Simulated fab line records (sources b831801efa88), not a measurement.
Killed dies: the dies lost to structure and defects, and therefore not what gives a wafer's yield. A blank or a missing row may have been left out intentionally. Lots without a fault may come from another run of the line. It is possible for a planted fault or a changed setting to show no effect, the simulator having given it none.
fab line records | flow gf180mcu
record lots=13 | wafers=39 | last-day=34
route steps=602 shown HV_LDD@202 SALICIDE@283 CONTACT@304
lots that met no fault: taken from a fault-free run of the same line
start-h: start of the lot's first displayed wafer, in hours after the record's first day | wait-h: time in hours since the lot's previous step | " same as the row above | L1.1+2: one row covering several wafers at once | - no value, or no start was given | * or withheld: withheld | < > ~ a bound
route shown NAME@n: a module of which the file shows steps, and the number in the route of the first | usual: average and standard deviation across the fault-free wafers | same: alike in all rows | chamber/n: place in a boat | sites: readings site by site | _std_site: how widely they spread, as a standard deviation | _edge_site: outer sites' mean less inner sites' | radius-mm: for every site, how far away it sits from the centre of the wafer | mask NAME#n: copy n | behind: the tool/chamber that last shaped the wafer | hold: what put the lot on hold/how long, in hours/how the hold closed | device: which transistor (n, p or np) failed to switch | end of line: the same wafers' tests at the end of the route | a step without rows: its recipe alone | killed: at the first sort, the dies lost to defects and structure; wafer yield is something else | map: a wafer's dies, marking killed ones x, the rest . and places with no die _
set.NAME: the setting that was run; set.NAME@STEP: the one run at that earlier step | model.NAME: the simulator's own value behind a step, which no gauge read
one table for each step of the route and one row for each wafer, over a sample of lots
services: from which hour (start-h, from the record's first day; less than 0 if before it) a tool's chamber was out of use, for how many hours, and why
## steps
# step GF_HV_LDD_COAT_26
# recipe resist=NOVOLAK | spin-rpm=3000 | resist-thk-nm=1000
# usual spin-speed-rpm=3000.0/1.9
lot.wafer | tool           | chamber | start-h | wait-h | spin-speed-rpm
L250.3    | litho-track-01 | 0       | 243.78  | 0.1    | 3001.4
L250.4    | "              | 0       | "       | "      | 2999.4
L250.6    | "              | 0       | "       | "      | 3000.1
L252.1    | litho-track-02 | 0       | 263.29  | 0.1    | 2998.9
L252.3    | "              | 0       | "       | "      | 3004.2
L252.4    | "              | 0       | "       | "      | 3000.3
L253.1    | litho-track-02 | 0       | 270.89  | 0.1    | 2999.4
L253.2    | "              | 0       | "       | "      | 3000.9
L253.6    | "              | 0       | "       | "      | 3001.5
L255.1    | litho-track-04 | 0       | 281.55  | 0.1    | 2998.5
L255.2    | "              | 0       | "       | "      | 2995.2
L255.4    | "              | 0       | "       | "      | 2997.5
L254.2    | litho-track-02 | 0       | 282.16  | 0.1    | 2999.7
L254.4    | "              | 0       | "       | "      | 3001.1
L254.5    | "              | 0       | "       | "      | 2998.1
L259.2    | litho-track-01 | 0       | 309.70  | 0.1    | 3000.2
L259.4    | "              | 0       | "       | "      | 2998.8
L259.6    | "              | 0       | "       | "      | 3002.2
L260.3    | litho-track-01 | 0       | 321.53  | 0.1    | 2892.7
L260.4    | "              | 0       | "       | "      | 2891.2
L260.6    | "              | 0       | "       | "      | 2891.5
L263.2    | litho-track-01 | 0       | 344.05  | 0.1    | 2890.3
L263.3    | "              | 0       | "       | "      | 2893.3
L263.5    | "              | 0       | "       | "      | 2891.6
L266.2    | litho-track-04 | 0       | 365.83  | 0.1    | 2999.2
L266.5    | "              | 0       | "       | "      | 2999.0
L266.6    | "              | 0       | "       | "      | 3004.2
L267.2    | litho-track-02 | 0       | 378.01  | 0.1    | 2998.4
L267.4    | "              | 0       | "       | "      | 3001.0
L267.5    | "              | 0       | "       | "      | 3000.3
L271.1    | litho-track-02 | 0       | 402.94  | 0.1    | 2999.8
L271.2    | "              | 0       | "       | "      | 2998.1
L271.4    | "              | 0       | "       | "      | 3000.0
L272.1    | litho-track-04 | 0       | 420.40  | 0.1    | 2999.3
L272.2    | "              | 0       | "       | "      | 3000.7
L272.6    | "              | 0       | "       | "      | 3000.5
L273.2    | litho-track-02 | 0       | 429.11  | 0.1    | 3001.6
L273.3    | "              | 0       | "       | "      | 3001.4
L273.5    | "              | 0       | "       | "      | 3002.2
# step GF_HV_LDD_STRIP_37
# recipe chemistry=O2/N2 | power-w=1400 | pressure-mtorr=1500 | platen-temp-c=250 | o2-flow-sccm=3000 | n2-flow-sccm=300 | overash-fraction=0.5
# usual drypump-motor-current-A=5.8/0.51 | heater-power-w=314/22 | oes-product-au=0.716/0.0046 | strip-time-to-endpoint-s=12.623/0.029
lot.wafer | tool            | chamber | start-h | wait-h | drypump-motor-current-A | heater-power-w | oes-product-au | rf-hours-counter-h | strip-time-to-endpoint-s
L250.3    | plasma-asher-04 | 1       | 253.99  | 0.1    | 5.4                     | 351            | 0.717          | -                  | 12.649
L250.4    | "               | 0       | "       | "      | 5.7                     | 330            | 0.723          | -                  | 12.622
L250.6    | "               | 1       | "       | "      | 5.5                     | 360            | 0.722          | -                  | 12.646
L252.1    | plasma-asher-03 | 0       | 274.03  | 0.1    | 5.1                     | 300            | 0.716          | 63                 | 12.658
L252.3    | "               | 0       | "       | "      | 5.1                     | 308            | 0.718          | -                  | 12.615
L252.4    | "               | 1       | "       | "      | 6.2                     | 327            | 0.719          | -                  | 12.635
L253.1    | plasma-asher-03 | 0       | 281.69  | 0.1    | 5.1                     | 301            | 0.714          | 64                 | 12.629
L253.2    | "               | 1       | "       | "      | 6.3                     | 330            | 0.716          | 64                 | 12.612
L253.6    | "               | 1       | "       | "      | 6.3                     | 332            | 0.714          | -                  | 12.641
L255.1    | plasma-asher-03 | 0       | 292.24  | 0.1    | 5.1                     | 300            | 0.718          | 65                 | 12.661
L255.2    | "               | 1       | "       | "      | 6.2                     | 323            | 0.715          | 65                 | 12.669
L255.4    | "               | 1       | "       | "      | 6.2                     | 323            | 0.714          | -                  | 12.683
L254.2    | plasma-asher-03 | 0       | 293.16  | 0.1    | 5.1                     | 305            | 0.713          | 65                 | 12.643
L254.4    | "               | 0       | "       | "      | 5.1                     | 295            | 0.722          | -                  | 12.642
L254.5    | "               | 0       | "       | "      | 5.1                     | 303            | 0.723          | -                  | 12.661
L259.2    | plasma-asher-04 | 1       | 320.89  | 0.1    | 5.5                     | 347            | 0.712          | 70                 | 12.604
L259.4    | "               | 0       | "       | "      | 5.7                     | 327            | 0.720          | -                  | 12.594
L259.6    | "               | 0       | "       | "      | 5.7                     | 327            | 0.713          | -                  | 12.635
L260.3    | plasma-asher-04 | 1       | 332.92  | 0.1    | 5.5                     | 346            | 0.720          | -                  | 12.844
L260.4    | "               | 0       | "       | "      | 5.7                     | 331            | 0.712          | -                  | 12.790
L260.6    | "               | 0       | "       | "      | 5.7                     | 330            | 0.718          | -                  | 12.802
L263.2    | plasma-asher-04 | 1       | 355.44  | 0.1    | 5.5                     | 355            | 0.722          | 74                 | 12.827
L263.3    | "               | 1       | "       | "      | 5.5                     | 350            | 0.714          | -                  | 12.778
L263.5    | "               | 0       | "       | "      | 5.7                     | 325            | 0.713          | -                  | 12.800
L266.2    | plasma-asher-03 | 0       | 377.69  | 0.1    | 5.1                     | 299            | 0.709          | 74                 | 12.654
L266.5    | "               | 0       | "       | "      | 5.1                     | 299            | 0.712          | -                  | 12.629
L266.6    | "               | 1       | "       | "      | 6.3                     | 329            | 0.715          | -                  | 12.621
L267.2    | plasma-asher-03 | 1       | 390.03  | 0.1    | 6.2                     | 323            | 0.714          | 75                 | 12.637
L267.4    | "               | 1       | "       | "      | 6.4                     | 320            | 0.714          | -                  | 12.651
L267.5    | "               | 0       | "       | "      | 5.1                     | 298            | 0.717          | -                  | 12.685
L271.1    | plasma-asher-02 | 0       | 415.36  | 0.1    | 6.4                     | 321            | 0.722          | 61                 | 12.630
L271.2    | "               | 1       | "       | "      | 6.2                     | 275            | 0.724          | 61                 | 12.652
L271.4    | "               | 0       | "       | "      | 6.4                     | 307            | 0.715          | -                  | 12.611
L272.1    | plasma-asher-02 | 0       | 433.63  | 0.1    | 6.4                     | 313            | 0.720          | 63                 | 12.634
L272.2    | "               | 1       | "       | "      | 6.1                     | 277            | 0.719          | 63                 | 12.614
L272.6    | "               | 0       | "       | "      | 6.4                     | 309            | 0.710          | -                  | 12.630
L273.2    | plasma-asher-03 | 0       | 442.26  | 0.1    | 5.1                     | 308            | 0.711          | 1                  | 12.595
L273.3    | "               | 0       | "       | "      | 5.1                     | 306            | 0.721          | -                  | 12.582
L273.5    | "               | 1       | "       | "      | 6.3                     | 319            | 0.717          | -                  | 12.569
# step GF_SALICIDE_THK_MEAS_05
# recipe thk-meas-gauge=xrf | reads=TiN_of_SALICIDE_SPUTTER_03
# usual SALICIDE_TIN_THK=20.18/0.28
lot.wafer | tool          | chamber | start-h | wait-h | SALICIDE_TIN_THK[nm]
L250.3    | film-metro-03 | -       | 339.73  | 0.1    | 20.16
L250.4    | "             | -       | "       | "      | 20.25
L250.6    | "             | -       | "       | "      | 20.18
L252.1    | film-metro-02 | -       | 361.70  | 0.1    | 19.47
L252.3    | "             | -       | "       | "      | 19.72
L252.4    | "             | -       | "       | "      | 19.76
L253.1    | film-metro-04 | -       | 370.70  | 0.1    | 20.00
L253.2    | "             | -       | "       | "      | 19.89
L253.6    | "             | -       | "       | "      | 19.97
L255.1    | film-metro-02 | -       | 383.14  | 0.1    | 20.36
L255.2    | "             | -       | "       | "      | 20.36
L255.4    | "             | -       | "       | "      | 20.50
L254.2    | film-metro-03 | -       | 383.86  | 0.1    | 20.77
L254.4    | "             | -       | "       | "      | 20.53
L254.5    | "             | -       | "       | "      | 20.64
L259.2    | film-metro-03 | -       | 415.22  | 0.1    | 19.86
L259.4    | "             | -       | "       | "      | 19.83
L259.6    | "             | -       | "       | "      | 19.83
L260.3    | film-metro-04 | -       | 428.39  | 0.1    | 20.05
L260.4    | "             | -       | "       | "      | 20.28
L260.6    | "             | -       | "       | "      | 20.12
L263.2    | film-metro-03 | -       | 455.33  | 0.1    | 20.53
L263.3    | "             | -       | "       | "      | 20.47
L263.5    | "             | -       | "       | "      | 20.27
L266.2    | film-metro-02 | -       | 477.84  | 0.1    | 19.92
L266.5    | "             | -       | "       | "      | 20.07
L266.6    | "             | -       | "       | "      | 20.28
L267.2    | film-metro-02 | -       | 490.56  | 0.1    | 20.31
L267.4    | "             | -       | "       | "      | 20.19
L267.5    | "             | -       | "       | "      | 20.38
L271.1    | film-metro-02 | -       | 517.85  | 0.1    | 20.04
L271.2    | "             | -       | "       | "      | 20.16
L271.4    | "             | -       | "       | "      | 20.16
L272.1    | film-metro-02 | -       | 533.73  | 0.1    | 20.10
L272.2    | "             | -       | "       | "      | 19.94
L272.6    | "             | -       | "       | "      | 20.11
L273.2    | film-metro-03 | -       | 540.88  | 0.1    | 20.40
L273.3    | "             | -       | "       | "      | 20.34
L273.5    | "             | -       | "       | "      | 20.33
# step GF_CONTACT_ETCH_17
# recipe chemistry=C4F8/O2/Ar | mask-material=KrF | target=SiO2 | stop-on=CoSi2 | source-w=1500 | bias-w=1200 | pressure-mtorr=40 | c4f8-flow-sccm=withheld | O2_flow_sccm=6 | Ar_flow_sccm=300 | time-s=withheld | target-depth-a=8600
# usual bias-w=1200/3.3 | oes-product-au=0.814/0.0049
lot.wafer | tool        | chamber | start-h | wait-h | bias-w | oes-product-au
L250.3    | rie-diel-01 | 0       | -       | -      | 1206   | 0.817
L250.4    | "           | 0       | "       | "      | 1203   | 0.814
L250.6    | "           | 2       | "       | "      | 1200   | 0.818
L252.1    | rie-diel-04 | 2       | -       | -      | 1199   | 0.811
L252.3    | "           | 3       | "       | "      | 1199   | 0.804
L252.4    | "           | 0       | "       | "      | 1203   | 0.812
L253.1    | rie-diel-01 | 0       | -       | -      | 1207   | 0.818
L253.2    | "           | 3       | "       | "      | 1201   | 0.823
L253.6    | "           | 0       | "       | "      | 1204   | 0.807
L255.1    | rie-diel-03 | 0       | -       | -      | 1193   | 0.811
L255.2    | "           | 3       | "       | "      | 1202   | 0.812
L255.4    | "           | 0       | "       | "      | 1196   | 0.821
L254.2    | rie-diel-01 | 3       | -       | -      | 1198   | 0.815
L254.4    | "           | 0       | "       | "      | 1202   | 0.807
L254.5    | "           | 2       | "       | "      | 1205   | 0.816
L259.2    | rie-diel-04 | 0       | -       | -      | 1200   | 0.808
L259.4    | "           | 2       | "       | "      | 1194   | 0.812
L259.6    | "           | 0       | "       | "      | 1201   | 0.814
L260.3    | rie-diel-04 | 3       | -       | -      | 1194   | 0.810
L260.4    | "           | 0       | "       | "      | 1197   | 0.815
L260.6    | "           | 3       | "       | "      | 1195   | 0.819
L263.2    | rie-diel-04 | 0       | -       | -      | 1201   | 0.812
L263.3    | "           | 1       | "       | "      | 1199   | 0.815
L263.5    | "           | 1       | "       | "      | 1201   | 0.813
L266.2    | rie-diel-01 | 1       | -       | -      | 1199   | 0.816
L266.5    | "           | 1       | "       | "      | 1201   | 0.804
L266.6    | "           | 2       | "       | "      | 1198   | 0.808
L267.2    | rie-diel-03 | 1       | -       | -      | 1200   | 0.818
L267.4    | "           | 0       | "       | "      | 1207   | 0.821
L267.5    | "           | 2       | "       | "      | 1201   | 0.819
L271.1    | rie-diel-01 | 0       | -       | -      | 1195   | 0.807
L271.2    | "           | 1       | "       | "      | 1196   | 0.813
L271.4    | "           | 2       | "       | "      | 1200   | 0.815
L272.1    | rie-diel-01 | 0       | -       | -      | 1199   | 0.821
L272.2    | "           | 3       | "       | "      | 1197   | 0.817
L272.6    | "           | 0       | "       | "      | 1200   | 0.810
L273.2    | rie-diel-03 | 3       | -       | -      | 1199   | 0.815
L273.3    | "           | 0       | "       | "      | 1197   | 0.807
L273.5    | "           | 3       | "       | "      | 1200   | 0.811
# step GF_CONTACT_RS_MEAS_25
# recipe thk-meas-gauge=four-point-probe | reads=W_of_CONTACT_CVD_24+TiN_of_CONTACT_SPUTTER_23+Ti_of_CONTACT_SPUTTER_22
# usual CONTACT_W_RS=0.385/0.0054
lot.wafer | tool          | chamber | start-h | wait-h | CONTACT_W_RS[ohm/sq]
L250.3    | film-metro-03 | -       | 363.21  | 0.1    | 0.383
L250.4    | "             | -       | "       | "      | 0.388
L250.6    | "             | -       | "       | "      | 0.387
L252.1    | film-metro-01 | -       | 384.99  | 0.1    | 0.380
L252.3    | "             | -       | "       | "      | 0.385
L252.4    | "             | -       | "       | "      | 0.377
L253.1    | film-metro-04 | -       | 395.25  | 0.1    | 0.389
L253.2    | "             | -       | "       | "      | 0.382
L253.6    | "             | -       | "       | "      | 0.386
L255.1    | film-metro-04 | -       | 407.62  | 0.1    | 0.393
L255.2    | "             | -       | "       | "      | 0.389
L255.4    | "             | -       | "       | "      | 0.395
L254.2    | film-metro-03 | -       | 409.07  | 0.1    | 0.379
L254.4    | "             | -       | "       | "      | 0.377
L254.5    | "             | -       | "       | "      | 0.385
L259.2    | film-metro-04 | -       | 441.17  | 0.1    | 0.378
L259.4    | "             | -       | "       | "      | 0.379
L259.6    | "             | -       | "       | "      | 0.383
L260.3    | film-metro-04 | -       | 455.00  | 0.1    | 0.387
L260.4    | "             | -       | "       | "      | 0.397
L260.6    | "             | -       | "       | "      | 0.391
L263.2    | film-metro-01 | -       | 481.57  | 0.1    | 0.387
L263.3    | "             | -       | "       | "      | 0.385
L263.5    | "             | -       | "       | "      | 0.383
L266.2    | film-metro-04 | -       | 503.02  | 0.2    | 0.382
L266.5    | "             | -       | "       | "      | 0.380
L266.6    | "             | -       | "       | "      | 0.379
L267.2    | film-metro-01 | -       | 515.76  | 0.1    | 0.378
L267.4    | "             | -       | "       | "      | 0.376
L267.5    | "             | -       | "       | "      | 0.381
L271.1    | film-metro-04 | -       | 542.46  | 0.1    | 0.384
L271.2    | "             | -       | "       | "      | 0.376
L271.4    | "             | -       | "       | "      | 0.379
L272.1    | film-metro-01 | -       | 557.98  | 0.1    | 0.387
L272.2    | "             | -       | "       | "      | 0.385
L272.6    | "             | -       | "       | "      | 0.387
L273.2    | film-metro-01 | -       | 565.18  | 0.1    | 0.394
L273.3    | "             | -       | "       | "      | 0.385
L273.5    | "             | -       | "       | "      | 0.391
## services
tool            | chamber | start-h | hours | kind
rie-diel-01     | -       | 268.01  | 0.3   | repair
plasma-asher-04 | -       | 274.57  | 1.7   | repair
plasma-asher-04 | -       | 285.25  | 8.7   | repair
plasma-asher-03 | -       | 303.28  | 0.4   | repair
rie-diel-04     | 1       | 307.67  | 10.1  | repair
rie-diel-01     | 3       | 346.93  | 10.8  | repair
rie-diel-03     | -       | 348.63  | 2.8   | pm
rie-diel-01     | -       | 350.27  | 1.0   | repair
rie-diel-01     | 2       | 363.05  | 7.6   | repair
plasma-asher-03 | -       | 366.02  | 1.3   | pm
rie-diel-01     | 0       | 370.02  | 5.9   | repair
rie-diel-03     | 1       | 404.17  | 11.1  | repair
plasma-asher-03 | -       | 421.25  | 9.0   | pm
rie-diel-01     | 3       | 431.97  | 7.6   | repair
rie-diel-03     | 2       | 443.03  | 7.0   | repair
rie-diel-03     | -       | 446.69  | 0.4   | repair
rie-diel-04     | 3       | 458.95  | 6.0   | repair
rie-diel-04     | -       | 463.70  | 0.5   | repair
rie-diel-03     | -       | 468.43  | 0.7   | repair
rie-diel-01     | 2       | 472.15  | 3.5   | repair
rie-diel-01     | 3       | 480.81  | 14.5  | repair
rie-diel-01     | 0       | 488.51  | 5.4   | repair
rie-diel-01     | 1       | 502.96  | 7.0   | repair
plasma-asher-03 | -       | 515.71  | 9.7   | repair
## key
first-sign step=GF_HV_LDD_COAT_26 | reading=spin-speed-rpm | direction=down | sigmas=56 | usual=* | struck=*
effect step=GF_HV_LDD_STRIP_37 | reading=strip-time-to-endpoint-s | direction=up | sigmas=6.3 | usual=* | struck=*
met-at GF_HV_LDD_COAT_26
struck-lots L260,L263
tester-left-out L260,L263
not-acting-at GF_SALICIDE_THK_MEAS_05,GF_CONTACT_ETCH_17,GF_CONTACT_RS_MEAS_25
onset-between 309.70 321.53
fault kind=process-parameter-drift | tool=litho-track-01 | chamber=- | onset-h=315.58 | steps=GF_HV_LDD_COAT_26 | channel=spin-rpm | offset=* | shape=step | end-h=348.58 | acts-in=* | stated=*
# tester-left-out: of these lots the tester's yield and bins aren't shown, on N5 and GAA mostly nor the transistor test; their killed dies are dies lost to structure and defects alone, not to doping, threshold or leakage, so they don't give the yield
